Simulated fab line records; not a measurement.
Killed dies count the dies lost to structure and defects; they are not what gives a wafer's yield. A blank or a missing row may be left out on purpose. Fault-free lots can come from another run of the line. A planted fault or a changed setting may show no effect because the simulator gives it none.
Matching of chambers ; flow gf180mcu ; 4 sister chambers for GF_VT_IMPLANT_WET_ETCH_50 on wet_bench-01
The step etches SiO2 in dHF, target depth 20 nm, time 400 s. 8 wafers are shown with their chamber, then 9 later ones without.

## WAFERS WITH THEIR CHAMBER
wafer;chamber;temp_c (C)
L722.2;3;24.89
L722.5;3;25.02
L725.3;2;25.00
L725.5;2;24.99
L728.3;0;24.93
L728.4;0;25.02
L738.2;1;24.95
L738.4;1;24.95

## WAFERS WHOSE CHAMBER IS MISSING
wafer;temp_c (C)
L739.1;25.02
L739.3;24.93
L739.5;24.87
L741.1;24.92
L741.2;25.02
L741.6;25.06
L742.2;25.17
L742.4;25.09
L742.5;25.04

## WHICH CHAMBER EACH ONE RAN IN
wafer;from the rows above;in truth
L739.1;can't be placed: 2 or 0 or 3 or 1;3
L739.3;can't be placed: 1 or 3 or 0 or 2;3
L739.5;can't be placed: 1 or 3 or 0 or 2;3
L741.1;can't be placed: 1 or 3 or 0 or 2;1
L741.2;can't be placed: 2 or 0 or 3 or 1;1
L741.6;can't be placed: 2 or 0 or 3 or 1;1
L742.2;can't be placed: 2 or 0 or 3 or 1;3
L742.4;can't be placed: 2 or 0 or 3 or 1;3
L742.5;can't be placed: 2 or 0 or 3 or 1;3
0 of 9 placed correctly. Not placeable from these rows: 9 (in 9, the candidates include the true chamber). Wrongly placed: 0.
How it was worked out, from the rows above alone: a wafer's distance from a chamber is the root of the sum, over the readings, of the square of ((its reading less the chamber's mean) divided by the reading's scatter). If the next closest chamber is less than 2 further off than the closest, the wafer can't be placed; otherwise it belongs to the closest. The mean given for a chamber averages the wafers shown for that chamber. The scatter: take each reading less its chamber's mean, square it, sum over the shown wafers, divide by the number of wafers less the number of chambers, and take the root.
